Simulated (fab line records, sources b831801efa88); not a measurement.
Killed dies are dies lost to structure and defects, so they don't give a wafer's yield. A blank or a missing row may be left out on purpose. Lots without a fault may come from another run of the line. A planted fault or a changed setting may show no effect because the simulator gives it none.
Which tool did it? | flow gf180mcu | 12 lots, 36 wafers sampled, at 2 steps of a route of 602

WHAT THE GAUGES READ, wafer by wafer
GF_V2_OVL_MEAS_15.
lot  | measured     | on         | V2_OVL (nm)
L075 | day 21 01:11 | overlay-01 | -5 -1 0
L077 | day 21 15:13 | overlay-01 | -2 8 6
L079 | day 22 11:13 | overlay-01 | 5 5 -5
L081 | day 22 23:47 | overlay-01 | 5 -3 -3
L083 | day 23 12:41 | overlay-01 | -10 -4 -9
L085 | day 24 06:00 | overlay-01 | 8 1 -2
L087 | day 25 04:06 | overlay-02 | 10 -9 -3
L089 | day 25 16:10 | overlay-01 | -1 -1 2
L091 | day 26 04:55 | overlay-02 | -1 -4 1
L093 | day 26 21:20 | overlay-02 | -1 -3 -5
L095 | day 27 10:17 | overlay-02 | -1 0 1
L097 | day 27 20:52 | overlay-02 | -2 -6 -3

WHICH TOOL RAN EACH LOT (tool, then ch and the chambers of the sampled wafers, then the start)
lot  | GF_V2_CVD_02
L075 | pecvd-02 ch 1,2, day 20 00:23
L077 | pecvd-02 ch 0,1,2, day 20 15:13
L079 | pecvd-04 ch 0,1, day 21 11:10
L081 | pecvd-04 ch 0,1,2, day 21 23:59
L083 | pecvd-03 ch 1,2, day 22 12:46
L085 | pecvd-04 ch 0,1,2, day 23 06:35
L087 | pecvd-02 ch 1,2, day 24 05:47
L089 | pecvd-03 ch 0,1,2, day 24 17:52
L091 | pecvd-04 ch 1,2, day 25 07:18
L093 | pecvd-04 ch 0,1,2, day 25 23:42
L095 | pecvd-03 ch 0,1,2, day 26 12:59
L097 | pecvd-02 ch 0,1,2, day 26 23:55
- GF_V2_CVD_02: deposits SiO2 from TEOS, target thk 850 nm, time 94.851 s.

THE ANSWER, worked out from the rows above alone
Rule: what is usual is taken from the lots themselves. Put in order of their means at a reading, lots are off if they are a third of the lots or fewer, leave a main group of 4 or more, and stand apart from it by a gap of 3 or more times the standard deviation of the main group's means; of several such gaps the widest counts. A main group whose means are all the same, to the digits that the tables above print for the reading, isn't used. A lot without any number at a reading at which 4 lots or more have one is off too. The other lots that the step has rows for count as sound.
No lot is off at any reading shown: from this, nothing can be told.

WHAT THE SIMULATOR HAD PUT IN
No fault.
